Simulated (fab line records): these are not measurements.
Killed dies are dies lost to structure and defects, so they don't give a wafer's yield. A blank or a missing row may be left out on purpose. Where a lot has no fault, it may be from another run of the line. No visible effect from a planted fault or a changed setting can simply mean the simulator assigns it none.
Matching of chambers ; flow gf180mcu ; GF_V3_CMP_26 on cmp-02: 4 sister chambers
The step polishes, stops on SiO2, t overpolish 15 s, target thk 0 nm. 8 wafers are shown with their chamber, then 7 later ones without.

EACH WAFER AND ITS CHAMBER
wafer;chamber;motor current A (A);overpolish run s (s)
L280.3;3;10.6;15.002
L281.2;3;11.3;15.004
L281.3;1;12.7;15.011
L283.2;0;8.9;14.994
L283.4;2;10.1;14.996
L283.5;0;9.2;14.991
L285.2;1;11.9;15.004
L285.5;2;10.2;15.001

WAFERS WITH NO CHAMBER GIVEN
wafer;motor current A (A);overpolish run s (s)
L285.6;10.6;15.003
L287.2;9.6;14.995
L287.5;10.6;14.989
L287.6;9.8;14.991
L297.2;10.7;15.015
L297.4;10.3;14.991
L297.5;12.7;14.996

WHICH CHAMBER EACH ONE RAN IN
wafer;from the rows above;in truth
L285.6;can't be placed: 3 or 2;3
L287.2;can't be placed: 0 or 2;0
L287.5;can't be placed: 2 or 0 or 3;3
L287.6;can't be placed: 0 or 2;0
L297.2;can't be placed: 3 or 1 or 2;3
L297.4;can't be placed: 2 or 0 or 3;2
L297.5;can't be placed: 1 or 3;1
0 of 7 placed correctly. Can't be placed from these rows: 7 (the true chamber is among the candidates in 7). 0 placed wrongly.
How it was worked out, from the rows above alone: a wafer's distance from a chamber is the root of the sum, over the readings, of the square of ((its reading less the chamber's mean) divided by the reading's scatter). The wafer belongs to the nearest chamber; if the next one is less than 2 further off, it can't be placed. Each chamber's mean is taken over the wafers shown for it. How the scatter is found: for the shown wafers, subtract from each reading the mean of its chamber, square and add these, divide the total by (wafers less chambers), then take the root.
